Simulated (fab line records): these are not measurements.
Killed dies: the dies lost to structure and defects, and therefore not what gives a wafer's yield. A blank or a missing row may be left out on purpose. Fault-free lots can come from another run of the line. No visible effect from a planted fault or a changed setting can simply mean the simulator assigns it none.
Commonality check across tools ; flow sky130 ; Sample size 12 lots and 36 wafers

== WHY IT WAS OPENED ==
At SKY_LDD_HVN_TW_MEAS_10 the reading LDD_HVN_TW is flagged on 2 of 12 lots. Wafers without a fault read 1429, standard deviation 14.
Rule: a lot gets a flag if all its wafers with a number sit over 4 standard deviations from that mean, or if no wafer of it has a number. As for the other lots, they are considered sound.

lot;measured;on;LDD_HVN_TW, wafer by wafer;flag
L580;day 19 20:54;film metro-02;1412 1407 1414;
L581;day 20 08:50;film metro-01;1410 1412 1417;
L588;day 23 00:58;film metro-03;1345 1343 1348;FLAGGED
L590;day 23 20:20;film metro-03;1351 1339 1344;FLAGGED
L594;day 25 09:18;film metro-02;1418 1416 1414;
L595;day 25 11:08;film metro-02;1418 1423 1419;
L597;day 26 09:52;film metro-03;1452 1453 1457;
L598;day 26 12:55;film metro-03;1447 1451 1443;
L600;day 27 07:16;film metro-03;1443 1443 1440;
L602;day 27 21:24;film metro-02;1426 1424 1418;
L601;day 27 23:30;film metro-01;1426 1424 1419;
L603;day 28 13:10;film metro-03;1441 1443 1436;
Average over the flagged lots: 1345; offset from the usual -84, equal to -6 standard deviations.

== TOOL THAT RAN EACH LOT ==
The record holds 1 process step before the reading, out of a route of 708 steps. Each cell gives the tool, then ch followed by the chambers the sampled wafers passed through, then the start.
lot;flag;SKY_LDD_HVN_IMPLANT_08
L580;;implanter-04 ch 0, day 19 20:39
L581;;implanter-04 ch 0, day 20 08:35
L588;FLAGGED;implanter-02 ch 0, day 23 00:43
L590;FLAGGED;implanter-02 ch 0, day 23 20:05
L594;;implanter-04 ch 0, day 25 09:03
L595;;implanter-04 ch 0, day 25 10:53
L597;;implanter-04 ch 0, day 26 09:37
L598;;implanter-04 ch 0, day 26 12:40
L600;;implanter-02 ch 0, day 27 07:02
L602;;implanter-04 ch 0, day 27 21:09
L601;;implanter-04 ch 0, day 27 23:15
L603;;implanter-04 ch 0, day 28 12:55
What these steps do:
- SKY_LDD_HVN_IMPLANT_08
- SKY_LDD_HVN_TW_MEAS_10

== FLAGGED OVER TOTAL, TOOL BY TOOL (the gauges that took the reading come last) ==
step;tool;lots run;flagged;share of the flagged lots;sound lots run after its first flagged lot
SKY_LDD_HVN_IMPLANT_08;implanter-02;3;2;all;1 (L600)
SKY_LDD_HVN_IMPLANT_08;implanter-04;9;0;none;-
SKY_LDD_HVN_TW_MEAS_10;film metro-01;2;0;none;-
SKY_LDD_HVN_TW_MEAS_10;film metro-02;4;0;none;-
SKY_LDD_HVN_TW_MEAS_10;film metro-03;6;2;all;4 (L597,L598,L600,L603)

== WHAT THE TABLE PERMITS ==
In 2 table rows, all flagged lots were run: implanter-02 (SKY_LDD_HVN_IMPLANT_08), film metro-03 (SKY_LDD_HVN_TW_MEAS_10).
- implanter-02 at SKY_LDD_HVN_IMPLANT_08: 2 of its 3 lots flagged. Sound lots ran on it after the first flagged one (L600), which a lasting fault on the whole tool wouldn't allow. Its own readings lie more than 4 standard deviations out on every wafer of the flagged lots: beam energy keV.
- film metro-03 at SKY_LDD_HVN_TW_MEAS_10: 2 of its 6 lots flagged. Sound lots ran on it after the first flagged one (L597, L598, L600, L603), which a lasting fault on the whole tool wouldn't allow.
Not one row of the table ran every flagged lot while running no sound lot after the first.

== WHAT WAS PUT IN BY THE SIMULATOR ==
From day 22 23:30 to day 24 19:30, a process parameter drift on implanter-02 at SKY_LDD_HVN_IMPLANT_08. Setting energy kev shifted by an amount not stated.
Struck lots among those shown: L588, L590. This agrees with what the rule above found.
